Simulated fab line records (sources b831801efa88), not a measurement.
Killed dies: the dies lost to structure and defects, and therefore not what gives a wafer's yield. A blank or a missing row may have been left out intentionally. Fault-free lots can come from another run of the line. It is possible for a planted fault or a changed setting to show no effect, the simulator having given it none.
One fault through the eyes of 2 desks -- flow sky130 -- each desk holds nothing but its own numbers, with what lay behind them at the end

AT THE METROLOGY DESK
What the gauges read, lot by lot, whatever tool the lot ran on: means of the sampled wafers that have a number. If a lot's mean is further than 4 standard deviations from the usual mean, the lot is out of limits and carries the mark OUT (the distance appears in the brackets).
Columns: A = VIA3_OVL at SKY_VIA3_OVL_MEAS_13, usual -1 nm; B = cd nm at SKY_METAL4_CD_MEAS_13, usual 300.2 nm
lot,first seen here,A,B
L647,day 39 18:21,-1,299.3
L650,day 40 12:54,1,301.3
L652,day 40 17:26,1,300.7
L653,day 41 00:54,-3,299.2
L654,day 41 20:27,-4,301.6
L658,day 42 11:57,-2,300.3
L659,day 42 18:38,-4,302.6
L660,day 43 05:20,1,302.7
L662,day 43 17:44,4,298.4
L663,day 44 13:28,-1,302.1
L664,day 44 14:15,-5,300.4
L667,day 44 22:26,-6,300.8
L670,day 46 04:22,5,299.2
This desk found nothing out of limits on any of the 13 lots.

DESK OF THE TOOL OWNER: pvd sputter-01
At SKY_METAL5_SPUTTER_04 (material TiN, target thk 70 nm, time 58.3 s) the tool's own readings: per lot run on this tool, the mean of the sampled wafers that have a number. If a lot's mean is further than 4 standard deviations from the usual mean, the lot is out of limits and carries the mark OUT (the distance appears in the brackets).
Columns: A = cathode dc power W at SKY_METAL5_SPUTTER_04, usual 6500.0 W; B = throttle valve pct at SKY_METAL5_SPUTTER_04, usual 30.3 %
lot,first seen here,A,B
L650,day 43 17:50,6499.6,31.6
L660,day 46 04:02,6500.0,29.4
L667,day 47 16:56,7342.7 (+99 or more) OUT,30.7
L670,day 48 19:49,7343.2 (+99 or more) OUT,31.4
This desk's verdict: out of limits on L667, L670, starting with L667 at day 47 16:56 (cathode dc power W at SKY_METAL5_SPUTTER_04). In limits: L650, L660.

ALL TOGETHER
On L667, L670, at day 47 16:56, an alarm was possible from the tool owner's desk.
The metrology desk saw nothing out of limits.
The metrology desk holds a record of L667, L670, inside its limits.
All the named lots went through SKY_METAL5_SPUTTER_04 on pvd sputter-01.

WHAT THE SIMULATOR HAD INSERTED
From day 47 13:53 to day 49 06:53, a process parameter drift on pvd sputter-01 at SKY_METAL5_SPUTTER_04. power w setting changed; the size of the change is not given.
Struck lots among those shown: L667, L670.
Hours from the fault's start to each desk's first reading out of limits: the tool owner's desk, 3.
